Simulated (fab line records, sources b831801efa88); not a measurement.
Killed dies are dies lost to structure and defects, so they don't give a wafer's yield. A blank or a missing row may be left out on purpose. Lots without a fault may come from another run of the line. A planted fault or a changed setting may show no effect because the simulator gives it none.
fab line records | flow gf180mcu | part 1 of 2: steps 1 to 43 of 44
record lots=7 wafers=21 last_day=33
route steps=602 shown NWELL@50 LVPWELL@54 MVSD@66 MVPSD@78 VT_IMPLANT@90 PASSIVATION@602
lots that met no fault: from a run of the same line without faults
start_h: hours from the record's first day to the start of the lot's first wafer shown | wait_h: hours since the lot's step before | " the same as in the row above | L1.1+2: a row that stands for several wafers | - no value, or no start given | * or withheld: withheld | < > ~ a bound
route shown NAME@n: a module of which the file shows steps, and the number in the route of the first | usual: mean/standard deviation of fault-free wafers | same: alike in all rows | chamber/n: place in a boat | sites: the reading at each site | _std_site: their standard deviation | _edge_site: outer sites' mean less inner sites' | radius_mm: how far each site lies from the wafer's centre | mask NAME#n: copy n | behind: the tool/chamber that last shaped the wafer | hold: why the lot was held/for how many hours/how that ended | device: the transistor (n, p or np) that didn't switch | end of line: the same wafers' tests at the end of the route | a step without rows: its recipe alone | killed: dies lost to structure and defects at the first sort, not the wafer's yield | map: a wafer's dies, x killed, . not, _ none there
set.NAME: the setting as run; set.NAME@STEP: as run at that earlier step | model.NAME: the simulator's own value behind a step, which no gauge read
lots at some steps of the route; a table a step, a row a wafer
services: from which hour (start_h, from the record's first day; less than 0 if before it) a tool's chamber was out of use, for how many hours, and why
## steps
# step GF_NWELL_IMPLANT_08
# recipe species=P energy_kev=450 dose_cm2=1.5e+13 tilt_deg=0
# step GF_NWELL_IMPLANT_09
# recipe species=P energy_kev=160 dose_cm2=4e+12 tilt_deg=0
# step GF_NWELL_STRIP_10
# recipe chemistry=O2/N2 power_w=1400 pressure_mtorr=1500 platen_temp_c=250 o2_flow_sccm=3000 n2_flow_sccm=300 overash_fraction=0.5
# usual drypump_motor_current_A=5.48/0.21 heater_power_w=322/30 n2_flow_sccm=300.2/0.86 o2_flow_sccm=3001/8.5 oes_product_au=0.722/0.0047 strip_time_to_endpoint_s=36.98/0.096
# columns lot.wafer tool chamber start_h wait_h drypump_motor_current_A heater_power_w n2_flow_sccm o2_flow_sccm oes_product_au rf_hours_counter_h strip_time_to_endpoint_s
L587.1 plasma_asher-01 0 60.91 0.1 5.33 360 301.4 3001 0.725 24 37.02
L587.3 " 1 " " 5.81 286 299.3 3003 0.732 - 36.87
L587.5 " 0 " " 5.27 368 301.6 3019 0.717 - 36.80
L591.1 plasma_asher-04 0 82.56 0.1 5.60 301 300.7 2994 0.724 46 37.03
L591.4 " 0 " " 5.61 299 300.4 2995 0.719 - 37.09
L591.5 " 1 " " 5.36 311 299.4 3002 0.712 - 37.01
L596.1 plasma_asher-01 1 111.37 0.1 5.84 284 300.6 2996 0.727 29 36.93
L596.2 " 0 " " 5.26 355 300.9 2998 0.716 29 37.01
L596.4 " 1 " " 5.84 282 299.6 2999 0.725 - 36.93
L597.2 plasma_asher-01 1 117.72 0.1 5.82 288 300.0 3001 0.722 30 36.92
L597.4 " 1 " " 5.86 283 299.4 2991 0.718 - 36.94
L597.5 " 0 " " 5.25 366 299.9 2991 0.723 - 36.97
L598.2 plasma_asher-03 1 122.12 0.1 5.59 308 298.3 3001 0.727 46 36.91
L598.3 " 1 " " 5.59 310 299.1 3003 0.718 - 36.95
L598.6 " 0 " " 5.23 357 300.6 3008 0.724 - 36.90
L599.1 plasma_asher-01 1 126.46 0.1 5.83 288 300.4 2983 0.728 31 37.14
L599.2 " 0 " " 5.31 361 300.2 3010 0.725 31 37.14
L599.3 " 0 " " 5.29 364 300.0 3000 0.726 - 37.18
L601.1 plasma_asher-03 0 140.77 0.1 5.21 354 299.6 3016 0.723 48 36.95
L601.3 " 0 " " 5.22 360 298.9 3016 0.729 - 37.09
L601.5 " 1 " " 5.58 306 300.3 2993 0.724 - 36.98
# step GF_NWELL_TW_MEAS_11
# usual NWELL_TW=1574/20
# columns lot.wafer tool chamber start_h wait_h NWELL_TW
L587.1 film_metro-01 - 61.01 0.1 1602
L587.3 " - " " 1596
L587.5 " - " " 1604
L591.1 film_metro-01 - 82.66 0.1 1608
L591.4 " - " " 1608
L591.5 " - " " 1602
L596.1 film_metro-03 - 111.47 0.1 1556
L596.2 " - " " 1544
L596.4 " - " " 1557
L597.2 film_metro-03 - 117.83 0.1 1555
L597.4 " - " " 1555
L597.5 " - " " 1549
L598.2 film_metro-04 - 122.23 0.1 1573
L598.3 " - " " 1577
L598.6 " - " " 1575
L599.1 film_metro-03 - 126.56 0.1 1563
L599.2 " - " " 1564
L599.3 " - " " 1559
L601.1 film_metro-01 - 140.87 0.1 1607
L601.3 " - " " 1605
L601.5 " - " " 1607
# step GF_LVPWELL_DEHYDRATE_00
# recipe temp_c=200 time_s=60
# step GF_LVPWELL_HMDS_01
# recipe prime_time_s=60 prime_temp_c=120
# step GF_LVPWELL_COAT_02
# recipe spin_rpm=2000 resist_thk_nm=3000
# step GF_LVPWELL_SOFTBAKE_03
# recipe temp_c=110 time_s=withheld
# step GF_LVPWELL_EXPOSE_04
# recipe mask_id=LVPWELL target_cd_nm=600 na=0.6 source_shape=conventional sigma_outer=0.6 dose_mj=260
# step GF_LVPWELL_PEB_05
# recipe temp_c=115 time_s=withheld
# step GF_LVPWELL_DEVELOP_06
# recipe wall_angle_deg=90 develop_time_s=60 dev_temp_c=23
# step GF_LVPWELL_OVL_MEAS_07
# usual LVPWELL_OVL=0.0/1.3
# columns lot.wafer tool chamber start_h wait_h LVPWELL_OVL[nm]
L587.1 overlay-01 - 73.62 - 0.3
L587.3 " - " " 0.7
L587.5 " - " " 0.6
L591.1 overlay-02 - 96.39 - -2.2
L591.4 " - " " -2.8
L591.5 " - " " -0.8
L596.1 overlay-02 - 125.93 - -0.2
L596.2 " - " " 0.0
L596.4 " - " " -0.5
L597.2 overlay-02 - 133.04 - -1.4
L597.4 " - " " -0.7
L597.5 " - " " -1.2
L598.2 overlay-02 - 137.28 - -0.7
L598.3 " - " " 1.1
L598.6 " - " " 0.2
L599.1 overlay-01 - 141.77 - -0.7
L599.2 " - " " -0.5
L599.3 " - " " -0.3
L601.1 overlay-01 - 156.43 - -0.7
L601.3 " - " " -0.3
L601.5 " - " " -1.1
# step GF_LVPWELL_IMPLANT_08
# recipe species=B energy_kev=170 dose_cm2=1.5e+13 tilt_deg=0
# usual dose_ions_cm2=1.5001e+13/1.4e+10 faraday_current_uA=84.5/1.7
# columns lot.wafer tool chamber start_h wait_h dose_ions_cm2 faraday_current_uA
L587.1 implanter-01 0 73.66 0.0 1.5005e+13 83.5
L587.3 " 0 " " 1.5016e+13 86.9
L587.5 " 0 " " 1.5027e+13 86.5
L591.1 implanter-03 0 96.42 0.0 1.4997e+13 83.5
L591.4 " 0 " " 1.4997e+13 85.4
L591.5 " 0 " " 1.5008e+13 81.6
L596.1 implanter-01 0 125.97 0.0 1.3648e+13 76.4
L596.2 " 0 " " 1.3675e+13 76.2
L596.4 " 0 " " 1.366e+13 78.4
L597.2 implanter-03 0 133.09 0.0 1.4994e+13 87.3
L597.4 " 0 " " 1.4993e+13 84.4
L597.5 " 0 " " 1.5007e+13 81.6
L598.2 implanter-01 0 137.33 0.0 1.3669e+13 75.3
L598.3 " 0 " " 1.3673e+13 78.7
L598.6 " 0 " " 1.371e+13 77.9
L599.1 implanter-01 0 141.81 0.0 1.3675e+13 78.7
L599.2 " 0 " " 1.3685e+13 77.9
L599.3 " 0 " " 1.3671e+13 77.6
L601.1 implanter-02 0 156.47 0.0 1.5014e+13 85.2
L601.3 " 0 " " 1.5003e+13 88.2
L601.5 " 0 " " 1.5006e+13 86.4
# step GF_LVPWELL_IMPLANT_09
# recipe species=B energy_kev=60 dose_cm2=5e+12 tilt_deg=0
# step GF_LVPWELL_STRIP_10
# recipe chemistry=O2/N2 power_w=1400 pressure_mtorr=1500 platen_temp_c=250 o2_flow_sccm=3000 n2_flow_sccm=300 overash_fraction=0.5
# usual drypump_motor_current_A=5.47/0.18 heater_power_w=324/29 n2_flow_sccm=300.1/0.87 o2_flow_sccm=3001/8 oes_product_au=0.721/0.0046 strip_time_to_endpoint_s=36.94/0.11
# columns lot.wafer tool chamber start_h wait_h drypump_motor_current_A heater_power_w n2_flow_sccm o2_flow_sccm oes_product_au rf_hours_counter_h strip_time_to_endpoint_s
L587.1 plasma_asher-02 1 73.96 0.1 5.34 305 299.7 3000 0.718 43 36.90
L587.3 " 1 " " 5.34 309 300.7 3012 0.725 - 36.82
L587.5 " 0 " " 5.43 346 299.8 2998 0.711 - 36.80
L591.1 plasma_asher-01 1 96.72 0.1 5.86 286 299.9 3002 0.718 28 36.95
L591.4 " 1 " " 5.85 282 300.2 2996 0.727 - 37.08
L591.5 " 0 " " 5.30 365 300.1 3000 0.729 - 36.91
L596.1 plasma_asher-02 1 126.27 0.1 5.36 312 300.9 2998 0.721 49 36.99
L596.2 " 0 " " 5.45 356 299.1 3015 0.719 49 36.98
L596.4 " 1 " " 5.35 306 301.1 3018 0.722 - 36.95
L597.2 plasma_asher-02 0 133.37 0.1 5.48 352 299.8 3006 0.720 50 36.83
L597.4 " 0 " " 5.41 347 298.9 3002 0.717 - 36.94
L597.5 " 0 " " 5.47 355 300.1 3007 0.724 - 36.80
L598.2 plasma_asher-02 1 137.61 0.1 5.36 307 299.6 2988 0.725 50 36.86
L598.3 " 1 " " 5.34 307 299.4 2997 0.718 - 36.82
L598.6 " 1 " " 5.37 310 301.5 2989 0.726 - 36.86
L599.1 plasma_asher-02 0 142.11 0.1 5.38 346 300.2 2999 0.717 51 36.89
L599.2 " 1 " " 5.37 318 300.3 3000 0.721 51 36.80
L599.3 " 0 " " 5.41 349 300.7 2986 0.725 - 36.84
L601.1 plasma_asher-04 1 156.77 0.1 5.44 299 300.5 2998 0.729 3 37.05
L601.3 " 0 " " 5.62 275 301.5 3004 0.719 - 36.95
L601.5 " 1 " " 5.41 300 299.9 3007 0.724 - 36.93
# step GF_LVPWELL_TW_MEAS_11
# usual LVPWELL_TW=560/7.3
# columns lot.wafer tool chamber start_h wait_h LVPWELL_TW
L587.1 film_metro-04 - 74.06 0.1 557
L587.3 " - " " 559
L587.5 " - " " 558
L591.1 film_metro-01 - 96.82 0.1 570
L591.4 " - " " 569
L591.5 " - " " 570
L596.1 film_metro-03 - 126.37 0.1 541
L596.2 " - " " 542
L596.4 " - " " 542
L597.2 film_metro-01 - 133.52 0.1 570
L597.4 " - " " 572
L597.5 " - " " 574
L598.2 film_metro-04 - 137.72 0.1 546
L598.3 " - " " 547
L598.6 " - " " 549
L599.1 film_metro-04 - 142.21 0.1 549
L599.2 " - " " 547
L599.3 " - " " 550
L601.1 film_metro-03 - 156.87 0.1 553
L601.3 " - " " 556
L601.5 " - " " 552
# step GF_MVSD_DEHYDRATE_00
# recipe temp_c=200 time_s=60
# step GF_MVSD_HMDS_01
# recipe prime_time_s=60 prime_temp_c=120
# step GF_MVSD_COAT_02
# recipe spin_rpm=2000 resist_thk_nm=3000
# step GF_MVSD_SOFTBAKE_03
# recipe temp_c=110 time_s=withheld
# step GF_MVSD_EXPOSE_04
# recipe mask_id=MVSD target_cd_nm=1000 na=0.6 source_shape=conventional sigma_outer=0.6 dose_mj=260
# step GF_MVSD_PEB_05
# recipe temp_c=115 time_s=withheld
# step GF_MVSD_DEVELOP_06
# recipe wall_angle_deg=90 develop_time_s=60 dev_temp_c=23
# step GF_MVSD_OVL_MEAS_07
# usual MVSD_OVL=-0.5/1.5
# columns lot.wafer tool chamber start_h wait_h MVSD_OVL[nm]
L587.1 overlay-02 - 87.58 - -0.8
L587.3 " - " " -0.4
L587.5 " - " " -1.5
L591.1 overlay-01 - 111.57 - -0.7
L591.4 " - " " -2.7
L591.5 " - " " -3.6
L596.1 overlay-02 - 141.72 - -2.3
L596.2 " - " " -0.8
L596.4 " - " " 0.4
L597.2 overlay-01 - 149.19 - -2.2
L597.4 " - " " -1.8
L597.5 " - " " -1.8
L598.2 overlay-02 - 153.58 - 0.2
L598.3 " - " " -0.8
L598.6 " - " " -1.5
L599.1 overlay-01 - 157.98 - 3.0
L599.2 " - " " 1.1
L599.3 " - " " 0.2
L601.1 overlay-02 - 172.17 - 0.9
L601.3 " - " " -0.1
L601.5 " - " " 1.2
# step GF_MVSD_IMPLANT_08
# recipe species=P energy_kev=400 dose_cm2=1.6e+13 tilt_deg=0
# step GF_MVSD_IMPLANT_09
# recipe species=P energy_kev=100 dose_cm2=5e+12 tilt_deg=0
# step GF_MVSD_STRIP_10
# recipe chemistry=O2/N2 power_w=1400 pressure_mtorr=1500 platen_temp_c=250 o2_flow_sccm=3000 n2_flow_sccm=300 overash_fraction=0.5
# usual drypump_motor_current_A=5.44/0.18 heater_power_w=330/26 n2_flow_sccm=300.1/0.88 o2_flow_sccm=2998/9.3 oes_product_au=0.723/0.0045 strip_time_to_endpoint_s=36.96/0.096
# columns lot.wafer tool chamber start_h wait_h drypump_motor_current_A heater_power_w n2_flow_sccm o2_flow_sccm oes_product_au rf_hours_counter_h strip_time_to_endpoint_s
L587.1 plasma_asher-02 0 87.92 0.1 5.46 356 300.5 3001 0.727 45 36.83
L587.3 " 0 " " 5.41 344 300.6 3027 0.718 - 36.85
L587.5 " 1 " " 5.33 306 299.7 3001 0.720 - 36.98
L591.1 plasma_asher-02 1 111.91 0.1 5.37 308 301.0 3005 0.724 47 37.01
L591.4 " 0 " " 5.47 365 299.5 2988 0.721 - 37.14
L591.5 " 0 " " 5.46 346 300.8 2996 0.717 - 37.06
L596.1 plasma_asher-03 0 142.06 0.1 5.20 369 298.9 2991 0.729 48 36.88
L596.2 " 1 " " 5.58 313 299.6 2990 0.722 48 36.84
L596.4 " 0 " " 5.20 370 299.3 3002 0.721 - 37.02
L597.2 plasma_asher-02 0 149.52 0.1 5.46 345 300.5 3009 0.723 52 36.83
L597.4 " 0 " " 5.46 364 302.3 2997 0.720 - 36.90
L597.5 " 0 " " 5.46 350 299.8 2993 0.726 - 36.91
L598.2 plasma_asher-02 0 153.91 0.1 5.48 360 300.8 3006 0.720 52 36.87
L598.3 " 1 " " 5.35 311 300.8 3007 0.725 - 36.99
L598.6 " 1 " " 5.35 319 299.7 3010 0.720 - 36.89
L599.1 plasma_asher-02 0 158.32 0.1 5.46 347 299.7 2982 0.730 53 36.92
L599.2 " 1 " " 5.34 308 300.4 2984 0.716 53 36.93
L599.3 " 1 " " 5.34 314 300.8 2996 0.726 - 36.88
L601.1 plasma_asher-02 1 172.51 0.1 5.37 312 300.6 2995 0.726 54 37.06
L601.3 " 1 " " 5.35 313 300.6 3002 0.718 - 37.07
L601.5 " 0 " " 5.50 346 299.7 3015 0.730 - 37.15
# step GF_MVSD_TW_MEAS_11
# usual MVSD_TW=1585/22
# columns lot.wafer tool chamber start_h wait_h MVSD_TW
L587.1 film_metro-04 - 88.02 0.1 1574
L587.3 " - " " 1575
L587.5 " - " " 1567
L591.1 film_metro-03 - 112.01 0.1 1555
L591.4 " - " " 1552
L591.5 " - " " 1553
L596.1 film_metro-03 - 142.16 0.1 1578
L596.2 " - " " 1562
L596.4 " - " " 1565
L597.2 film_metro-01 - 149.63 0.1 1600
L597.4 " - " " 1601
L597.5 " - " " 1602
L598.2 film_metro-04 - 154.02 0.1 1603
L598.3 " - " " 1600
L598.6 " - " " 1594
L599.1 film_metro-01 - 158.45 0.1 1609
L599.2 " - " " 1610
L599.3 " - " " 1603
L601.1 film_metro-03 - 172.61 0.1 1562
L601.3 " - " " 1566
L601.5 " - " " 1562
# step GF_MVPSD_DEHYDRATE_00
# recipe temp_c=200 time_s=60
# step GF_MVPSD_HMDS_01
# recipe prime_time_s=60 prime_temp_c=120
# step GF_MVPSD_COAT_02
# recipe spin_rpm=2000 resist_thk_nm=3000
# step GF_MVPSD_SOFTBAKE_03
# recipe temp_c=110 time_s=withheld
# step GF_MVPSD_EXPOSE_04
# recipe mask_id=MVPSD target_cd_nm=1000 na=0.6 source_shape=conventional sigma_outer=0.6 dose_mj=260
# step GF_MVPSD_PEB_05
# recipe temp_c=115 time_s=withheld
# step GF_MVPSD_DEVELOP_06
# recipe wall_angle_deg=90 develop_time_s=60 dev_temp_c=23
# step GF_MVPSD_OVL_MEAS_07
# usual MVPSD_OVL=-1.1/1.6
# columns lot.wafer tool chamber start_h wait_h MVPSD_OVL[nm]
L587.1 overlay-02 - 102.04 - -5.2
L587.3 " - " " -2.3
L587.5 " - " " -3.3
L591.1 overlay-01 - 126.87 - -0.4
L591.4 " - " " -0.4
L591.5 " - " " -2.3
L596.1 overlay-02 - 158.07 - -3.8
L596.2 " - " " -0.8
L596.4 " - " " 0.7
L597.2 overlay-02 - 165.33 - -2.1
L597.4 " - " " -2.1
L597.5 " - " " -1.8
L598.2 overlay-01 - 169.13 - -1.2
L598.3 " - " " 0.2
L598.6 " - " " 0.5
L599.1 overlay-02 - 174.79 - 0.3
L599.2 " - " " -0.7
L599.3 " - " " -1.5
L601.1 overlay-02 - 189.02 - -2.7
L601.3 " - " " -2.1
L601.5 " - " " -3.0
# step GF_MVPSD_IMPLANT_08
# recipe species=B energy_kev=170 dose_cm2=1.5e+13 tilt_deg=0
# step GF_MVPSD_IMPLANT_09
# recipe species=B energy_kev=40 dose_cm2=5e+12 tilt_deg=0
# step GF_MVPSD_STRIP_10
# recipe chemistry=O2/N2 power_w=1400 pressure_mtorr=1500 platen_temp_c=250 o2_flow_sccm=3000 n2_flow_sccm=300 overash_fraction=0.5
# usual drypump_motor_current_A=5.43/0.12 heater_power_w=323/26 n2_flow_sccm=299.9/0.88 o2_flow_sccm=2999/9 oes_product_au=0.721/0.0048 strip_time_to_endpoint_s=36.93/0.1
# columns lot.wafer tool chamber start_h wait_h drypump_motor_current_A heater_power_w n2_flow_sccm o2_flow_sccm oes_product_au rf_hours_counter_h strip_time_to_endpoint_s
L587.1 plasma_asher-04 1 102.37 0.1 5.44 309 299.4 2992 0.720 48 36.99
L587.3 " 0 " " 5.61 298 300.0 2995 0.721 - 36.90
L587.5 " 0 " " 5.60 295 300.0 2999 0.716 - 36.91
L591.1 plasma_asher-03 0 127.21 0.1 5.22 366 298.2 2985 0.724 46 36.96
L591.4 " 1 " " 5.59 314 299.4 2993 0.725 - 36.94
L591.5 " 1 " " 5.58 311 300.5 2992 0.720 - 36.95
L596.1 plasma_asher-04 0 158.41 0.1 5.55 271 299.0 2997 0.718 4 36.80
L596.2 " 1 " " 5.47 311 300.3 2996 0.727 4 36.80
L596.4 " 0 " " 5.63 280 300.4 2994 0.728 - 36.89
L597.2 plasma_asher-02 1 165.66 0.1 5.36 314 299.0 3011 0.726 53 36.91
L597.4 " 1 " " 5.36 313 298.1 3013 0.722 - 36.87
L597.5 " 0 " " 5.43 353 299.0 2986 0.724 - 36.85
L598.2 plasma_asher-04 1 169.46 0.1 5.34 308 298.6 3013 0.718 5 36.91
L598.3 " 1 " " 5.39 308 299.1 3002 0.724 - 37.03
L598.6 " 1 " " 5.40 308 300.1 3004 0.720 - 36.93
L599.1 plasma_asher-02 0 175.12 0.1 5.46 351 299.7 2993 0.711 54 36.75
L599.2 " 1 " " 5.33 312 299.5 2986 0.733 54 36.81
L599.3 " 1 " " 5.35 310 298.5 2990 0.725 - 36.89
L601.1 plasma_asher-03 0 189.36 0.1 5.24 362 300.1 2998 0.717 53 36.99
L601.3 " 0 " " 5.21 358 300.5 3021 0.717 - 36.96
L601.5 " 1 " " 5.57 314 300.7 3021 0.715 - 36.94
# step GF_MVPSD_TW_MEAS_11
# usual MVPSD_TW=555/7.7
# columns lot.wafer tool chamber start_h wait_h MVPSD_TW
L587.1 film_metro-01 - 102.47 0.1 562
L587.3 " - " " 564
L587.5 " - " " 561
L591.1 film_metro-01 - 127.31 0.1 566
L591.4 " - " " 564
L591.5 " - " " 565
L596.1 film_metro-03 - 158.51 0.1 546
L596.2 " - " " 548
L596.4 " - " " 547
L597.2 film_metro-04 - 165.77 0.1 558
L597.4 " - " " 559
L597.5 " - " " 560
L598.2 film_metro-04 - 169.57 0.1 561
L598.3 " - " " 559
L598.6 " - " " 561
L599.1 film_metro-01 - 175.22 0.1 567
L599.2 " - " " 567
L599.3 " - " " 564
L601.1 film_metro-03 - 189.46 0.1 549
L601.3 " - " " 550
L601.5 " - " " 549
# step GF_VT_IMPLANT_DEHYDRATE_00
# recipe temp_c=200 time_s=60
# step GF_VT_IMPLANT_HMDS_01
# recipe prime_time_s=60 prime_temp_c=120
# step GF_VT_IMPLANT_RS_MEAS_48
# recipe thk_meas_gauge=four-point-probe
# usual LVPWELL_RS=1196/3.2
# columns lot.wafer tool chamber start_h wait_h LVPWELL_RS[ohm/sq]
L587.1 film_metro-04 - 162.67 0.1 1193
L587.3 " - " " 1191
L587.5 " - " " 1189
L591.1 film_metro-01 - 190.96 0.1 1198
L591.4 " - " " 1205
L591.5 " - " " 1200
L596.1 film_metro-03 - 226.96 0.1 1259
L596.2 " - " " 1259
L596.4 " - " " 1263
L597.2 film_metro-03 - 234.49 0.1 1201
L597.4 " - " " 1197
L597.5 " - " " 1198
L598.2 film_metro-03 - 238.88 0.1 1254
L598.3 " - " " 1256
L598.6 " - " " 1252
L599.1 film_metro-01 - 243.67 0.1 1251
L599.2 " - " " 1249
L599.3 " - " " 1247
L601.1 film_metro-01 - 260.16 0.1 1197
L601.3 " - " " 1197
L601.5 " - " " 1194
## key
first_sign step=GF_LVPWELL_IMPLANT_08 reading=dose_ions_cm2 direction=down sigmas=98 usual=1.5001e+13 struck=1.3674e+13
effect step=GF_LVPWELL_IMPLANT_08 reading=faraday_current_uA direction=down sigmas=4.2 usual=84.5 struck=77.5
effect step=GF_LVPWELL_TW_MEAS_11 reading=LVPWELL_TW direction=down sigmas=1.9 usual=560 struck=546
effect step=GF_VT_IMPLANT_RS_MEAS_48 reading=LVPWELL_RS direction=up sigmas=18 usual=1196 struck=1255
model_effect step=GF_PASSIVATION_PROBE_99 value=etest.pwell_in_dnwell.line_ohm_um without=4218 struck=4567
met_at GF_LVPWELL_IMPLANT_08
struck_wafers L596.1,L596.2,L596.4,L598.2,L598.3,L598.6,L599.1,L599.2,L599.3
tester_left_out L596,L598,L599
onset_between 73.66 125.97
fault kind=process_parameter_drift tool=implanter-01 chamber=- onset_h=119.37 steps=GF_LVPWELL_IMPLANT_08 channel=dose_cm2 offset=-1.3245e+12 shape=step end_h=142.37 acts_in=these_recipes_only stated=1.5e+13
# tester_left_out: of these lots the tester's yield and bins aren't shown, on N5 and GAA mostly nor the transistor test; their killed dies are dies lost to structure and defects alone, not to doping, threshold or leakage, so they don't give the yield
